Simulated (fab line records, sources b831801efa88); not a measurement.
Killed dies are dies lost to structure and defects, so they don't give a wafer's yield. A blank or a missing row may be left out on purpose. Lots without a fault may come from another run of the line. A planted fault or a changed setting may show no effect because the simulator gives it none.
fab line records | flow sky130 | part 1 of 2: steps 1 to 36 of 45
record lots=5 wafers=15 last_day=49
route steps=708 shown LDD_P@265 LDD_HVN@267 LDD_HVP@278 LDD_LDN@289 SPACER@304 POLY_CUT@307
lots that met no fault: from a run of the same line without faults
start_h: hours from the record's first day to the start of the lot's first wafer shown | wait_h: hours since the lot's step before | " the same as in the row above | L1.1+2: a row that stands for several wafers | - no value, or no start given | * or withheld: withheld | < > ~ a bound
route shown NAME@n: a module of which the file shows steps, and the number in the route of the first | usual: mean/standard deviation of fault-free wafers | same: alike in all rows | chamber/n: place in a boat | sites: the reading at each site | _std_site: their standard deviation | _edge_site: outer sites' mean less inner sites' | radius_mm: how far each site lies from the wafer's centre | mask NAME#n: copy n | behind: the tool/chamber that last shaped the wafer | hold: why the lot was held/for how many hours/how that ended | device: the transistor (n, p or np) that didn't switch | end of line: the same wafers' tests at the end of the route | a step without rows: its recipe alone | killed: dies lost to structure and defects at the first sort, not the wafer's yield | map: a wafer's dies, x killed, . not, _ none there
set.NAME: the setting as run; set.NAME@STEP: as run at that earlier step | model.NAME: the simulator's own value behind a step, which no gauge read
lots at some steps of the route; a table a step, a row a wafer
services: from which hour (start_h, from the record's first day; less than 0 if before it) a tool's chamber was out of use, for how many hours, and why
## steps
# step SKY_LDD_P_STRIP_10
# recipe chemistry=O2/N2 power_w=1400 pressure_mtorr=1500 platen_temp_c=withheld o2_flow_sccm=3000 n2_flow_sccm=300 overash_fraction=0.5
# usual chamber_pressure_mTorr=1499.7/1.3 drypump_motor_current_A=5.4/0.56 o2_flow_sccm=3000/9.3 oes_product_au=0.716/0.0045 strip_time_to_endpoint_s=14.18/0.041
# columns lot.wafer tool chamber start_h wait_h chamber_pressure_mTorr drypump_motor_current_A o2_flow_sccm oes_product_au rf_hours_counter_h strip_time_to_endpoint_s
L080.2 plasma_asher-02 1 494.43 0.1 1498.9 5.6 3008 0.711 6 14.24
L080.5 " 1 " " 1500.9 5.6 3001 0.724 - 14.21
L080.6 " 0 " " 1499.5 6.4 2994 0.716 - 14.26
L081.2 plasma_asher-02 0 500.54 0.1 1497.7 6.3 2997 0.713 6 14.16
L081.3 " 0 " " 1501.2 6.3 2997 0.718 - 14.21
L081.5 " 0 " " 1498.0 6.3 2991 0.715 - 14.20
L084.3 plasma_asher-04 1 524.67 0.1 1500.2 4.7 2990 0.715 - 14.14
L084.4 " 0 " " 1499.1 5.9 3014 0.717 - 14.20
L084.5 " 1 " " 1498.2 4.7 2997 0.719 - 14.14
L086.3 plasma_asher-01 1 545.00 0.1 1496.3 5.1 3010 0.710 - 14.16
L086.5 " 0 " " 1496.3 4.9 3014 0.719 - 14.17
L086.6 " 1 " " 1498.9 5.1 2993 0.721 - 14.15
L089.2 plasma_asher-01 1 568.74 0.1 1500.7 5.1 3020 0.715 89 14.13
L089.4 " 1 " " 1502.7 5.1 3011 0.722 - 14.12
L089.6 " 0 " " 1498.8 4.9 2996 0.716 - 14.08
# step SKY_LDD_P_TW_MEAS_11
# usual LDD_P_TW=635/3.3
# columns lot.wafer tool chamber start_h wait_h LDD_P_TW
L080.2 film_metro-02 - 494.54 0.1 636
L080.5 " - " " 636
L080.6 " - " " 635
L081.2 film_metro-02 - 500.65 0.1 632
L081.3 " - " " 634
L081.5 " - " " 637
L084.3 film_metro-04 - 524.76 0.1 636
L084.4 " - " " 632
L084.5 " - " " 636
L086.3 film_metro-03 - 545.08 0.1 633
L086.5 " - " " 635
L086.6 " - " " 633
L089.2 film_metro-03 - 568.85 0.1 641
L089.4 " - " " 639
L089.6 " - " " 635
# step SKY_LDD_HVN_DEHYDRATE_00
# recipe temp_c=200 time_s=60
# columns lot.wafer tool chamber start_h wait_h
L080.2+5+6 litho_track-02 0 509.53 15.0
L081.2+3+5 litho_track-04 0 515.25 14.6
L084.3+4+5 litho_track-02 0 539.81 15.0
L086.3+5+6 litho_track-01 0 559.77 14.7
L089.2+4+6 litho_track-04 0 581.95 13.1
# step SKY_LDD_HVN_HMDS_01
# recipe prime_time_s=60 prime_temp_c=120
# columns lot.wafer tool chamber start_h wait_h
L080.2+5+6 litho_track-02 0 509.68 0.1
L081.2+3+5 litho_track-04 0 515.40 0.1
L084.3+4+5 litho_track-02 0 539.96 0.1
L086.3+5+6 litho_track-01 0 559.92 0.1
L089.2+4+6 litho_track-04 0 582.10 0.1
# step SKY_LDD_HVN_COAT_02
# recipe resist=NOVOLAK spin_rpm=3000 resist_thk_nm=300
# columns lot.wafer tool chamber start_h wait_h
L080.2+5+6 litho_track-02 0 509.83 0.1
L081.2+3+5 litho_track-04 0 515.55 0.1
L084.3+4+5 litho_track-02 0 540.11 0.1
L086.3+5+6 litho_track-01 0 560.07 0.1
L089.2+4+6 litho_track-04 0 582.25 0.1
# step SKY_LDD_HVN_SOFTBAKE_03
# recipe temp_c=90 time_s=60 resist=NOVOLAK
# columns lot.wafer tool chamber start_h wait_h
L080.2+5+6 litho_track-02 0 509.98 0.1
L081.2+3+5 litho_track-04 0 515.70 0.1
L084.3+4+5 litho_track-02 0 540.26 0.1
L086.3+5+6 litho_track-01 0 560.22 0.1
L089.2+4+6 litho_track-04 0 582.40 0.1
# step SKY_LDD_HVN_EXPOSE_04
# recipe mask_id=HVNTM na=0.6 source_shape=conventional sigma_outer=0.6 polarization=unpolarized target_cd_nm=700 dose_mj=127
# columns lot.wafer tool chamber start_h wait_h mask
L080.2+5+6 iline_stepper-01 0 - - HVNTM#0
L081.2+3+5 iline_stepper-01 0 - - HVNTM#0
L084.3+4+5 iline_stepper-02 0 - - HVNTM#0
L086.3+5+6 iline_stepper-01 0 - - HVNTM#0
L089.2+4+6 iline_stepper-01 0 - - HVNTM#0
# step SKY_LDD_HVN_PEB_05
# recipe temp_c=withheld time_s=* resist=NOVOLAK
# columns lot.wafer tool chamber start_h wait_h
L080.2+5+6 litho_track-01 0 - -
L081.2+3+5 litho_track-04 0 - -
L084.3+4+5 litho_track-04 0 - -
L086.3+5+6 litho_track-01 0 - -
L089.2+4+6 litho_track-04 0 - -
# step SKY_LDD_HVN_DEVELOP_06
# recipe resist=NOVOLAK developer=TMAH develop_time_s=60 dev_temp_c=23
# columns lot.wafer tool chamber start_h wait_h
L080.2+5+6 litho_track-01 0 525.00 0.1
L081.2+3+5 litho_track-04 0 531.10 0.1
L084.3+4+5 litho_track-04 0 555.02 0.1
L086.3+5+6 litho_track-01 0 575.07 0.1
L089.2+4+6 litho_track-04 0 597.49 0.1
# step SKY_LDD_HVN_OVL_MEAS_07
# usual LDD_HVN_OVL=1.2/1.6
# columns lot.wafer tool chamber start_h wait_h LDD_HVN_OVL[nm]
L080.2 overlay-01 - 525.13 0.1 4.7
L080.5 " - " " 3.8
L080.6 " - " " 3.1
L081.2 overlay-01 - 531.23 0.1 4.5
L081.3 " - " " 2.6
L081.5 " - " " 3.3
L084.3 overlay-01 - 555.13 0.1 1.3
L084.4 " - " " -0.7
L084.5 " - " " 0.8
L086.3 overlay-02 - 575.18 0.1 1.0
L086.5 " - " " 1.6
L086.6 " - " " -0.2
L089.2 overlay-02 - 597.63 0.1 1.1
L089.4 " - " " 2.0
L089.6 " - " " 0.0
# step SKY_LDD_HVN_IMPLANT_08
# recipe species=P energy_kev=60 dose_cm2=3e+13 tilt_deg=40
# columns lot.wafer tool chamber start_h wait_h
L080.2+5+6 implanter-01 0 525.18 0.0
L081.2+3+5 implanter-01 0 531.28 0.0
L084.3+4+5 implanter-03 0 555.21 0.1
L086.3+5+6 implanter-01 0 575.26 0.1
L089.2+4+6 implanter-01 0 597.68 0.0
# step SKY_LDD_HVN_STRIP_09
# recipe chemistry=O2/N2 power_w=1400 pressure_mtorr=1500 platen_temp_c=withheld o2_flow_sccm=3000 n2_flow_sccm=300 overash_fraction=0.5
# usual chamber_pressure_mTorr=1500.0/1.2 drypump_motor_current_A=5.7/0.49 o2_flow_sccm=3001/8.5 oes_product_au=0.409/0.0045 strip_time_to_endpoint_s=4.136/0.016
# columns lot.wafer tool chamber start_h wait_h chamber_pressure_mTorr drypump_motor_current_A o2_flow_sccm oes_product_au rf_hours_counter_h strip_time_to_endpoint_s
L080.2 plasma_asher-03 1 525.31 0.1 1501.6 5.3 3001 0.405 72 4.136
L080.5 " 1 " " 1500.2 5.3 3003 0.409 - 4.143
L080.6 " 0 " " 1499.2 5.5 3006 0.403 - 4.130
L081.2 plasma_asher-02 1 531.41 0.1 1500.6 5.6 3011 0.408 10 4.133
L081.3 " 1 " " 1499.7 5.5 2997 0.402 - 4.149
L081.5 " 0 " " 1500.2 6.4 2999 0.400 - 4.124
L084.3 plasma_asher-02 1 555.34 0.1 1500.1 5.6 2995 0.409 - 4.142
L084.4 " 0 " " 1501.1 6.3 3002 0.407 - 4.146
L084.5 " 1 " " 1498.4 5.6 2997 0.414 - 4.136
L086.3 plasma_asher-02 0 575.39 0.1 1501.8 6.4 3018 0.404 - 4.137
L086.5 " 0 " " 1500.4 6.4 3005 0.416 - 4.156
L086.6 " 1 " " 1501.0 5.5 3010 0.401 - 4.131
L089.2 plasma_asher-02 0 597.81 0.1 1500.0 6.3 2988 0.403 16 4.130
L089.4 " 0 " " 1502.9 6.3 3009 0.412 - 4.126
L089.6 " 0 " " 1500.1 6.3 3009 0.405 - 4.141
# step SKY_LDD_HVN_TW_MEAS_10
# usual LDD_HVN_TW=1437/6.6
# columns lot.wafer tool chamber start_h wait_h LDD_HVN_TW
L080.2 film_metro-01 - 525.42 0.1 1429
L080.5 " - " " 1435
L080.6 " - " " 1437
L081.2 film_metro-04 - 531.52 0.1 1431
L081.3 " - " " 1431
L081.5 " - " " 1429
L084.3 film_metro-04 - 555.43 0.1 1440
L084.4 " - " " 1434
L084.5 " - " " 1434
L086.3 film_metro-04 - 575.48 0.1 1441
L086.5 " - " " 1439
L086.6 " - " " 1436
L089.2 film_metro-01 - 597.92 0.1 1442
L089.4 " - " " 1451
L089.6 " - " " 1447
# step SKY_LDD_HVP_DEHYDRATE_00
# recipe temp_c=200 time_s=60
# columns lot.wafer tool chamber start_h wait_h
L080.2+5+6 litho_track-01 0 540.50 15.1
L081.2+3+5 litho_track-01 0 545.55 14.0
L084.3+4+5 litho_track-04 0 569.82 14.4
L086.3+5+6 litho_track-03 0 589.58 14.1
L089.2+4+6 litho_track-03 0 611.61 13.7
# step SKY_LDD_HVP_HMDS_01
# recipe prime_time_s=60 prime_temp_c=120
# columns lot.wafer tool chamber start_h wait_h
L080.2+5+6 litho_track-01 0 540.65 0.1
L081.2+3+5 litho_track-01 0 545.70 0.1
L084.3+4+5 litho_track-04 0 569.97 0.1
L086.3+5+6 litho_track-03 0 589.73 0.1
L089.2+4+6 litho_track-03 0 611.76 0.1
# step SKY_LDD_HVP_COAT_02
# recipe resist=NOVOLAK spin_rpm=3000 resist_thk_nm=300
# columns lot.wafer tool chamber start_h wait_h
L080.2+5+6 litho_track-01 0 540.80 0.1
L081.2+3+5 litho_track-01 0 545.85 0.1
L084.3+4+5 litho_track-04 0 570.12 0.1
L086.3+5+6 litho_track-03 0 589.88 0.1
L089.2+4+6 litho_track-03 0 611.91 0.1
# step SKY_LDD_HVP_SOFTBAKE_03
# recipe temp_c=90 time_s=60 resist=NOVOLAK
# columns lot.wafer tool chamber start_h wait_h
L080.2+5+6 litho_track-01 0 540.95 0.1
L081.2+3+5 litho_track-01 0 546.00 0.1
L084.3+4+5 litho_track-04 0 570.27 0.1
L086.3+5+6 litho_track-03 0 590.03 0.1
L089.2+4+6 litho_track-03 0 612.06 0.1
# step SKY_LDD_HVP_EXPOSE_04
# recipe mask_id=HVPTM na=0.6 source_shape=conventional sigma_outer=0.6 polarization=unpolarized target_cd_nm=700 dose_mj=86
# columns lot.wafer tool chamber start_h wait_h mask
L080.2+5+6 iline_stepper-01 0 - - HVPTM#0
L081.2+3+5 iline_stepper-01 0 - - HVPTM#0
L084.3+4+5 iline_stepper-01 0 - - HVPTM#0
L086.3+5+6 iline_stepper-02 0 - - HVPTM#0
L089.2+4+6 iline_stepper-02 0 - - HVPTM#0
# step SKY_LDD_HVP_PEB_05
# recipe temp_c=withheld time_s=* resist=NOVOLAK
# columns lot.wafer tool chamber start_h wait_h
L080.2+5+6 litho_track-01 0 - -
L081.2+3+5 litho_track-01 0 - -
L084.3+4+5 litho_track-03 0 - -
L086.3+5+6 litho_track-01 0 - -
L089.2+4+6 litho_track-04 0 - -
# step SKY_LDD_HVP_DEVELOP_06
# recipe resist=NOVOLAK developer=TMAH develop_time_s=60 dev_temp_c=23
# columns lot.wafer tool chamber start_h wait_h
L080.2+5+6 litho_track-01 0 555.05 0.1
L081.2+3+5 litho_track-01 0 560.85 0.1
L084.3+4+5 litho_track-03 0 584.68 0.1
L086.3+5+6 litho_track-01 0 604.92 0.1
L089.2+4+6 litho_track-04 0 626.75 0.1
# step SKY_LDD_HVP_OVL_MEAS_07
# usual LDD_HVP_OVL=-0.3/1.5
# columns lot.wafer tool chamber start_h wait_h LDD_HVP_OVL[nm]
L080.2 overlay-02 - 555.18 0.1 0.2
L080.5 " - " " 1.0
L080.6 " - " " 1.5
L081.2 overlay-01 - 560.98 0.1 -1.0
L081.3 " - " " -1.5
L081.5 " - " " -0.7
L084.3 overlay-02 - 584.79 0.1 -0.3
L084.4 " - " " -1.3
L084.5 " - " " -0.9
L086.3 overlay-01 - 605.03 0.1 -1.2
L086.5 " - " " -0.8
L086.6 " - " " -1.6
L089.2 overlay-02 - 626.88 0.1 -1.4
L089.4 " - " " 0.3
L089.6 " - " " -0.3
# step SKY_LDD_HVP_IMPLANT_08
# recipe species=B energy_kev=20 dose_cm2=1.7e+13 tilt_deg=17.9
# columns lot.wafer tool chamber start_h wait_h
L080.2+5+6 implanter-01 0 555.23 0.0
L081.2+3+5 implanter-02 0 561.03 0.0
L084.3+4+5 implanter-01 0 584.87 0.1
L086.3+5+6 implanter-02 0 605.11 0.1
L089.2+4+6 implanter-01 0 626.93 0.0
# step SKY_LDD_HVP_STRIP_09
# recipe chemistry=O2/N2 power_w=1400 pressure_mtorr=1500 platen_temp_c=withheld o2_flow_sccm=3000 n2_flow_sccm=300 overash_fraction=0.5
# usual chamber_pressure_mTorr=1500.0/1.3 drypump_motor_current_A=5.5/0.48 o2_flow_sccm=2998/9.7 oes_product_au=0.408/0.0049 strip_time_to_endpoint_s=4.126/0.016
# columns lot.wafer tool chamber start_h wait_h chamber_pressure_mTorr drypump_motor_current_A o2_flow_sccm oes_product_au rf_hours_counter_h strip_time_to_endpoint_s
L080.2 plasma_asher-03 1 555.36 0.1 1501.8 5.3 2991 0.413 75 4.130
L080.5 " 0 " " 1500.3 5.5 2974 0.409 - 4.126
L080.6 " 1 " " 1501.8 5.3 3003 0.421 - 4.124
L081.2 plasma_asher-02 1 561.16 0.1 1499.5 5.6 2983 0.399 13 4.145
L081.3 " 1 " " 1498.2 5.6 2990 0.405 - 4.138
L081.5 " 0 " " 1502.1 6.3 2986 0.407 - 4.125
L084.3 plasma_asher-01 1 585.00 0.1 1499.1 5.1 3001 0.399 - 4.136
L084.4 " 0 " " 1499.0 4.9 2993 0.411 - 4.145
L084.5 " 1 " " 1500.7 5.1 2988 0.405 - 4.132
L086.3 plasma_asher-02 0 605.24 0.1 1500.0 6.3 2992 0.415 - 4.119
L086.5 " 0 " " 1499.3 6.3 2983 0.407 - 4.123
L086.6 " 1 " " 1500.2 5.6 2999 0.409 - 4.115
L089.2 plasma_asher-02 1 627.06 0.1 1500.5 5.6 3004 0.406 20 4.126
L089.4 " 0 " " 1499.3 6.3 3016 0.412 - 4.133
L089.6 " 1 " " 1498.4 5.5 2980 0.405 - 4.120
# step SKY_LDD_HVP_TW_MEAS_10
# usual LDD_HVP_TW=455.1/2.3
# columns lot.wafer tool chamber start_h wait_h LDD_HVP_TW
L080.2 film_metro-01 - 555.47 0.1 454.6
L080.5 " - " " 454.1
L080.6 " - " " 455.2
L081.2 film_metro-02 - 561.27 0.1 457.3
L081.3 " - " " 456.4
L081.5 " - " " 456.1
L084.3 film_metro-01 - 585.09 0.1 457.5
L084.4 " - " " 454.9
L084.5 " - " " 455.6
L086.3 film_metro-01 - 605.33 0.1 456.2
L086.5 " - " " 458.4
L086.6 " - " " 458.6
L089.2 film_metro-04 - 627.17 0.1 453.3
L089.4 " - " " 454.1
L089.6 " - " " 452.0
# step SKY_LDD_LDN_DEHYDRATE_00
# recipe temp_c=200 time_s=60
# columns lot.wafer tool chamber start_h wait_h
L080.2+5+6 litho_track-02 0 569.68 14.2
L081.2+3+5 litho_track-03 0 575.36 14.1
L084.3+4+5 litho_track-01 0 599.32 14.2
L086.3+5+6 litho_track-03 0 619.38 14.0
L089.2+4+6 litho_track-01 0 640.65 13.5
# step SKY_LDD_LDN_HMDS_01
# recipe prime_time_s=60 prime_temp_c=120
# columns lot.wafer tool chamber start_h wait_h
L080.2+5+6 litho_track-02 0 569.83 0.1
L081.2+3+5 litho_track-03 0 575.51 0.1
L084.3+4+5 litho_track-01 0 599.47 0.1
L086.3+5+6 litho_track-03 0 619.53 0.1
L089.2+4+6 litho_track-01 0 640.80 0.1
# step SKY_LDD_LDN_COAT_02
# recipe resist=NOVOLAK spin_rpm=3000 resist_thk_nm=1140
# columns lot.wafer tool chamber start_h wait_h
L080.2+5+6 litho_track-02 0 569.98 0.1
L081.2+3+5 litho_track-03 0 575.66 0.1
L084.3+4+5 litho_track-01 0 599.62 0.1
L086.3+5+6 litho_track-03 0 619.68 0.1
L089.2+4+6 litho_track-01 0 640.95 0.1
# step SKY_LDD_LDN_SOFTBAKE_03
# recipe temp_c=90 time_s=60 resist=NOVOLAK
# columns lot.wafer tool chamber start_h wait_h
L080.2+5+6 litho_track-02 0 570.13 0.1
L081.2+3+5 litho_track-03 0 575.81 0.1
L084.3+4+5 litho_track-01 0 599.77 0.1
L086.3+5+6 litho_track-03 0 619.83 0.1
L089.2+4+6 litho_track-01 0 641.10 0.1
# step SKY_LDD_LDN_EXPOSE_04
# recipe mask_id=LDNTM na=0.6 source_shape=conventional sigma_outer=0.6 polarization=unpolarized target_cd_nm=700 dose_mj=140
# columns lot.wafer tool chamber start_h wait_h mask
L080.2+5+6 iline_stepper-01 0 - - LDNTM#0
L081.2+3+5 iline_stepper-01 0 - - LDNTM#0
L084.3+4+5 iline_stepper-01 0 - - LDNTM#0
L086.3+5+6 iline_stepper-02 0 - - LDNTM#0
L089.2+4+6 iline_stepper-01 0 - - LDNTM#0
# step SKY_LDD_LDN_PEB_05
# recipe temp_c=withheld time_s=* resist=NOVOLAK
# columns lot.wafer tool chamber start_h wait_h
L080.2+5+6 litho_track-01 0 - -
L081.2+3+5 litho_track-02 0 - -
L084.3+4+5 litho_track-03 0 - -
L086.3+5+6 litho_track-02 0 - -
L089.2+4+6 litho_track-01 0 - -
# step SKY_LDD_LDN_DEVELOP_06
# recipe resist=NOVOLAK developer=TMAH develop_time_s=60 dev_temp_c=23
# columns lot.wafer tool chamber start_h wait_h
L080.2+5+6 litho_track-01 0 584.60 0.1
L081.2+3+5 litho_track-02 0 590.83 0.1
L084.3+4+5 litho_track-03 0 613.93 0.1
L086.3+5+6 litho_track-02 0 634.66 0.1
L089.2+4+6 litho_track-01 0 655.80 0.1
# step SKY_LDD_LDN_OVL_MEAS_07
# usual LDD_LDN_OVL=-0.1/1.4
# columns lot.wafer tool chamber start_h wait_h LDD_LDN_OVL[nm]
L080.2 overlay-01 - 584.73 0.1 0.8
L080.5 " - " " 1.6
L080.6 " - " " -0.7
L081.2 overlay-01 - 590.96 0.1 -2.6
L081.3 " - " " -2.8
L081.5 " - " " -2.7
L084.3 overlay-02 - 614.04 0.1 -0.3
L084.4 " - " " 0.5
L084.5 " - " " 0.7
L086.3 overlay-01 - 634.77 0.1 -2.8
L086.5 " - " " -1.7
L086.6 " - " " -1.3
L089.2 overlay-01 - 655.93 0.1 0.5
L089.4 " - " " -0.4
L089.6 " - " " 0.0
# step SKY_LDD_LDN_IMPLANT_08
# recipe species=As energy_kev=15 dose_cm2=1.25e+13 tilt_deg=withheld rotation_deg=23
# columns lot.wafer tool chamber start_h wait_h
L080.2+5+6 implanter-02 0 584.78 0.0
L081.2+3+5 implanter-02 0 591.02 0.0
L084.3+4+5 implanter-04 0 614.12 0.1
L086.3+5+6 implanter-04 0 634.84 0.1
L089.2+4+6 implanter-04 0 655.98 0.0
# step SKY_LDD_LDN_IMPLANT_09
# recipe species=As energy_kev=15 dose_cm2=1.25e+13 tilt_deg=withheld rotation_deg=113
# columns lot.wafer tool chamber start_h wait_h
L080.2+5+6 implanter-02 0 584.93 0.1
L081.2+3+5 implanter-02 0 591.17 0.1
L084.3+4+5 implanter-04 0 614.27 0.1
L086.3+5+6 implanter-04 0 634.99 0.1
L089.2+4+6 implanter-04 0 656.13 0.1
# step SKY_LDD_LDN_IMPLANT_10
# recipe species=As energy_kev=15 dose_cm2=1.25e+13 tilt_deg=withheld rotation_deg=203
# columns lot.wafer tool chamber start_h wait_h
L080.2+5+6 implanter-02 0 585.08 0.1
L081.2+3+5 implanter-02 0 591.32 0.1
L084.3+4+5 implanter-04 0 614.42 0.1
L086.3+5+6 implanter-04 0 635.14 0.1
L089.2+4+6 implanter-04 0 656.28 0.1
# step SKY_LDD_LDN_IMPLANT_11
# recipe species=As energy_kev=15 dose_cm2=1.25e+13 tilt_deg=withheld rotation_deg=293
# columns lot.wafer tool chamber start_h wait_h
L080.2+5+6 implanter-02 0 585.23 0.1
L081.2+3+5 implanter-02 0 591.47 0.1
L084.3+4+5 implanter-04 0 614.57 0.1
L086.3+5+6 implanter-04 0 635.29 0.1
L089.2+4+6 implanter-04 0 656.43 0.1
